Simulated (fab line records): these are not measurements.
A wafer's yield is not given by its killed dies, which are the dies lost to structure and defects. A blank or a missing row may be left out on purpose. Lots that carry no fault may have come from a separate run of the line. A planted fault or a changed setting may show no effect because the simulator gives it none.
Which of the tools did it? :: flow gf180mcu :: Sampling: 7 lots, 21 wafers, 2 of 602 route steps

## WHAT THE GAUGES SHOWED, per wafer
GF_V4_THK_MEAS_01.
lot: L229
measured: day 23 19:19
on: film-metro-04
V4_CVD_00_THK (nm): 609 610 609

lot: L232
measured: day 25 02:01
on: film-metro-04
V4_CVD_00_THK (nm): 596 594 600

lot: L237
measured: day 26 15:07
on: film-metro-01
V4_CVD_00_THK (nm): 1222 1195 1211 1222 1195 1210

lot: L240
measured: day 27 09:56
on: film-metro-01
V4_CVD_00_THK (nm): 612 592 605

lot: L242
measured: day 28 03:10
on: film-metro-04
V4_CVD_00_THK (nm): 602 611 602

lot: L245
measured: day 28 17:03
on: film-metro-04
V4_CVD_00_THK (nm): 602 592 604

lot: L247
measured: day 29 16:46
on: film-metro-02
V4_CVD_00_THK (nm): 599 603 596

## TOOL THAT RAN EACH LOT (tool first, then ch and the chambers of the sampled wafers, then the start)
lot: L229
GF_V4_CVD_00: hdpcvd-01 ch 0,2, day 23 19:14

lot: L232
GF_V4_CVD_00: hdpcvd-01 ch 0,1,2, day 25 01:56

lot: L237
GF_V4_CVD_00: hdpcvd-02 ch 0,1,2, day 26 14:38

lot: L240
GF_V4_CVD_00: hdpcvd-01 ch 0,2, day 27 09:51

lot: L242
GF_V4_CVD_00: hdpcvd-02 ch 0,1,2, day 28 03:06

lot: L245
GF_V4_CVD_00: hdpcvd-01 ch 0,1, day 28 16:56

lot: L247
GF_V4_CVD_00: hdpcvd-02 ch 0,2, day 29 16:41
- GF_V4_CVD_00: deposits SiO2, target thk 600 nm, time 100 s.

## THE ANSWER, worked out from the rows above alone
Rule: the lots themselves supply what counts as usual. The widest of any qualifying gaps counts: lots, ordered by their means at a reading, are off when they make up no more than a third of the lots, leave a main group of 4 or more, and stand apart from it by 3 or more times the standard deviation of that group's means. A main group whose means are all the same, to the digits that the tables above print for the reading, isn't used. Also off: a lot with no number at a reading for which 4 or more lots have one. All remaining lots with rows at the step are treated as sound.
Off: at GF_V4_THK_MEAS_01 (V4_CVD_00_THK), L237. For the main group the mean is 602 nm and the standard deviation 4.2.
If a tool, at a process step before that reading, ran all the lots that are off and no sound lot after the first of them, it fits. The gauges at GF_V4_THK_MEAS_01 are tried like those tools. No candidate that was tried fits.

## WHAT WAS PUT IN BY THE SIMULATOR
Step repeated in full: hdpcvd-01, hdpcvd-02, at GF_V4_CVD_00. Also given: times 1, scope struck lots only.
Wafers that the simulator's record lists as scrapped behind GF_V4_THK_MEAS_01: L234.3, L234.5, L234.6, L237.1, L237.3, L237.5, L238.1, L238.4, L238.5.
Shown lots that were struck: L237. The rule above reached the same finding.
